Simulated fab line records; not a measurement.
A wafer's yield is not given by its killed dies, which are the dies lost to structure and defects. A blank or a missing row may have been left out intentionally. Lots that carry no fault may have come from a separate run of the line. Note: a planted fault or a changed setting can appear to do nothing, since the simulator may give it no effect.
Check of tool commonality	flow sky130	Sampled: 11 lots, 33 wafers

== WHY IT WAS OPENED ==
At SKY_SD_N_RS_MEAS_16 the reading SD_N_RS is flagged on 2 of 11 lots. Wafers without a fault read 68.64 ohm/sq, standard deviation 0.12.
Rule: a lot is flagged in two cases, either no wafer of it has a number, or all its wafers with numbers fall more than 4 standard deviations from that mean. The other lots count as sound.

lot	measured	on	SD_N_RS (ohm/sq), wafer by wafer	flag
L312	day 27 20:28	film metro-03	68.63 68.65 68.69	
L313	day 28 03:36	film metro-03	68.53 68.51 68.51	
L316	day 29 12:25	film metro-04	68.77 68.65 68.65	
L318	day 29 19:22	film metro-03	68.36 68.61 68.59	
L320	day 31 07:15	film metro-04	68.65 68.74 68.57	
L324	day 32 00:40	film metro-01	68.66 68.63 68.67	
L327	day 32 22:15	film metro-01	68.71 68.68 68.70	
L333	day 34 17:22	film metro-01	72.04 71.96 71.87	FLAGGED
L331	day 34 17:30	film metro-04	68.78 68.81 68.80	
L334	day 34 23:49	film metro-03	71.82 71.87 72.05	FLAGGED
L335	day 35 08:42	film metro-01	68.82 68.69 68.70	
On average the flagged lots' numbers are 71.94 ohm/sq, which is +3.30 ohm/sq against the usual, or +27 standard deviations.

== EACH LOT AND THE TOOL IT RAN ON ==
3 process steps preceding the reading are held in the record, out of 708 steps in the route. Read each cell as the tool, then ch plus the chambers that the sampled wafers visited, then the start.
lot	flag	SKY_SPACER_ETCHBACK_02	SKY_POLY_CUT_ETCH_10	SKY_SD_N_RTA_14
L312		rie diel-04 ch 1,2,3, day 22 21:16	rie diel-04 ch 0,1,2, day 24 03:40	rtp anneal-02 ch 0, day 27 20:17
L313		rie diel-03 ch 0,2,3, day 23 04:17	rie diel-04 ch 1,2, day 24 10:29	rtp anneal-01 ch 0, day 28 03:26
L316		rie diel-01 ch 0,1,2, day 24 15:56	rie diel-02 ch 0,1,3, day 25 21:37	rtp anneal-02 ch 0, day 29 12:14
L318		rie diel-01 ch 1,2, day 24 23:37	rie diel-03 ch 0,2,3, day 26 04:49	rtp anneal-01 ch 0, day 29 19:11
L320		rie diel-03 ch 0,1,2, day 26 14:03	rie diel-03 ch 1,3, day 27 19:07	rtp anneal-02 ch 0, day 31 07:05
L324		rie diel-03 ch 0,2,3, day 27 08:43	rie diel-03 ch 1,2,3, day 28 13:10	rtp anneal-02 ch 0, day 32 00:29
L327		rie diel-03 ch 0,2,3, day 28 07:16	rie diel-03 ch 1,2, day 29 11:25	rtp anneal-01 ch 0, day 32 22:03
L333	FLAGGED	rie diel-04 ch 0,1,2, day 30 04:13	rie diel-03 ch 1,2,3, day 31 08:10	rtp anneal-02 ch 0, day 34 17:11
L331		rie diel-01 ch 0,1,3, day 30 04:13	rie diel-04 ch 0,1,2, day 31 08:47	rtp anneal-01 ch 0, day 34 17:20
L334	FLAGGED	rie diel-04 ch 0,1,2, day 30 11:29	rie diel-02 ch 1,2,3, day 31 14:49	rtp anneal-02 ch 0, day 34 23:38
L335		rie diel-03 ch 0,3, day 30 18:58	rie diel-02 ch 0,2, day 31 22:43	rtp anneal-01 ch 0, day 35 08:32
What is done by these steps:
- SKY_SPACER_ETCHBACK_02: etches Si3N4 in CH3F/O2, stops on SiO2, time 46.7 s, target depth 45 nm.
- SKY_POLY_CUT_ETCH_10: etches BARC in N2/H2, stops on SiO2, time 45.9 s, target depth 60 nm.
- SKY_SD_N_RTA_14: time 2 s.
- SKY_SD_N_RS_MEAS_16: measures by four-point-probe.

== FLAGGED OVER TOTAL, TOOL BY TOOL (the gauges that took the reading come last) ==
step	tool	lots run	flagged	share of the flagged lots	sound lots run after its first flagged lot
SKY_SPACER_ETCHBACK_02	rie diel-01	3	0	none	-
SKY_SPACER_ETCHBACK_02	rie diel-03	5	0	none	-
SKY_SPACER_ETCHBACK_02	rie diel-04	3	2	all	0
SKY_POLY_CUT_ETCH_10	rie diel-02	3	1	some	1 (L335)
SKY_POLY_CUT_ETCH_10	rie diel-03	5	1	some	0
SKY_POLY_CUT_ETCH_10	rie diel-04	3	0	none	-
SKY_SD_N_RTA_14	rtp anneal-01	5	0	none	-
SKY_SD_N_RTA_14	rtp anneal-02	6	2	all	0
SKY_SD_N_RS_MEAS_16	film metro-01	4	1	some	1 (L335)
SKY_SD_N_RS_MEAS_16	film metro-03	4	1	some	0
SKY_SD_N_RS_MEAS_16	film metro-04	3	0	none	-

== WHAT IS ALLOWED BY THE TABLE ==
Rows of the table that ran all the flagged lots, 2 in number: rie diel-04 at SKY_SPACER_ETCHBACK_02; rtp anneal-02 at SKY_SD_N_RTA_14.
- rie diel-04 at SKY_SPACER_ETCHBACK_02: 2 of its 3 lots flagged. Last sound lot L312 at day 22 21:16, first flagged lot L333 at day 30 04:13; a fault beginning in between fits.
- rtp anneal-02 at SKY_SD_N_RTA_14: 2 of its 6 lots flagged. Last sound lot L324 at day 32 00:29, first flagged lot L333 at day 34 17:11; a fault beginning in between fits. Its own readings (lamp power pct) fall more than 4 standard deviations out on all wafers of the flagged lots.
Because each of these 2 tools fits a fault that began at some hour, counting lots does not separate them. More lots, or a look at what each step does to the wafer, might.

== WHAT HAD BEEN PUT IN BY THE SIMULATOR ==
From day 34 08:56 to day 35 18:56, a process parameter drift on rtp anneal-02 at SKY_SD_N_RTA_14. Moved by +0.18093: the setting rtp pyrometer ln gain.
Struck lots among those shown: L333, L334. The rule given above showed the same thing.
